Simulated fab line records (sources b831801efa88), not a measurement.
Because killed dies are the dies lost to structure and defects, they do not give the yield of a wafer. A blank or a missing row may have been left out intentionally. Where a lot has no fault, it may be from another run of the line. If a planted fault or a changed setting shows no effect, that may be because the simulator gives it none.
One fault seen from 2 desks -- flow gf180mcu -- what lay behind the numbers comes last; until then each desk has only its own

## THE METROLOGY DESK
Lot by lot, what the gauges showed, no matter which tool ran the lot: averages of those sampled wafers that carry a number. The brackets show how far a lot's mean lies from the usual mean; more than 4 standard deviations puts the lot out of limits, marked OUT.
Columns: A = POLY_GATE_OVL at GF_POLY_GATE_OVL_MEAS_11, usual 1 nm; B = HV_LDD_CVD_54_THK at GF_HV_LDD_THK_MEAS_55, usual 9.95 nm; C = SAB_CVD_00_THK at GF_SAB_THK_MEAS_01, usual 50.1 nm
lot,first seen here,A,B,C
L884,day 9 17:35,1,10.15,49.1
L885,day 10 03:32,-7,9.68,51.2
L888,day 10 22:47,11,13.26 (+24) OUT,49.8
L889,day 11 04:13,2,11.09 (+8.2) OUT,49.8
L891,day 11 22:41,1,13.83 (+28) OUT,50.4
L898,day 13 23:16,-4,9.74,50.1
L899,day 14 09:24,4,10.11,48.7
L900,day 14 14:09,-3,10.05,50.6
L901,day 14 20:02,-7,10.07,50.2
L902,day 15 01:11,5,9.99,50.9
L903,day 15 10:50,2,9.79,49.6
L904,day 15 18:11,4,9.93,50.1
Finding of this desk: L888, L889, L891 out of limits, first seen on L888 at day 14 10:03 (HV_LDD_CVD_54_THK at GF_HV_LDD_THK_MEAS_55). L884, L885, L898, L899, L900, L901, L902, L903, L904: within limits.

## THE TOOL OWNER'S DESK: lpcvd-02
The tool's own readings at GF_HV_LDD_CVD_54 (deposits SiO2 from TEOS, target thk 10 nm, time 75 s): means of the sampled wafers that have a number, for each lot that ran on this tool. The brackets show how far a lot's mean lies from the usual mean; more than 4 standard deviations puts the lot out of limits, marked OUT.
Columns: A = spike_tc_centre_C at GF_HV_LDD_CVD_54, usual 681.0 C; B = spike_tc_lower_C at GF_HV_LDD_CVD_54, usual 680.3 C; C = spike_tc_upper_C at GF_HV_LDD_CVD_54, usual 680.6 C; D = zone_power_bottom_pct at GF_HV_LDD_CVD_54, usual 16.3 %; E = zone_power_centre_pct at GF_HV_LDD_CVD_54, usual 11.5 %; F = zone_power_lower_pct at GF_HV_LDD_CVD_54, usual 9.4 %; G = zone_power_upper_pct at GF_HV_LDD_CVD_54, usual 10.3 %
lot,first seen here,A,B,C,D,E,F,G
L884,day 12 22:28,682.6,680.8,680.8,15.8,12.0,8.7,9.7
L888,day 14 09:02,712.8 (+23) OUT,675.9 (-4.6) OUT,675.8 (-4.3) OUT,17.0,18.8 (+11) OUT,7.1,7.5 (-5.2) OUT
L889,day 14 15:43,713.2 (+23) OUT,676.3 (-4.2) OUT,677.6,17.0,18.8 (+11) OUT,7.1,7.5 (-5.2) OUT
L891,day 15 11:43,712.4 (+22) OUT,675.3 (-5.2) OUT,674.8 (-5.2) OUT,16.0,19.1 (+12) OUT,6.0,6.7 (-6.7) OUT
L898,day 17 20:16,681.3,679.8,680.1,15.7,12.0,8.6,9.8
L899,day 18 08:59,681.1,680.6,680.6,16.8,11.7,10.3,11.0
L901,day 18 19:47,681.4,679.4,680.2,15.6,11.9,8.7,9.8
L904,day 19 20:05,680.6,680.1,680.2,16.8,12.0,10.3,11.1
This desk finds L888, L889, L891 out of limits, L888 being first, at day 14 09:02 (spike_tc_centre_C at GF_HV_LDD_CVD_54). L884, L898, L899, L901, L904: within limits.

## PUT TOGETHER
At day 14 09:02, on L888, L889, L891, the tool owner's desk was in a position to raise an alarm.
An alarm was possible from the metrology desk at day 14 10:03, on L888, L889, L891.
Of the lots named, all ran GF_HV_LDD_CVD_54 on lpcvd-02.

## WHAT THE SIMULATOR HAD INSERTED
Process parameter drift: lpcvd-02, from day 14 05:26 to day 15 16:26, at GF_HV_LDD_CVD_54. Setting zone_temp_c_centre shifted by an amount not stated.
Lots struck among those shown: L888, L889, L891.
Counting hours from when the fault started, the first reading out of limits came at 4 for the tool owner's desk and at 5 for the metrology desk.
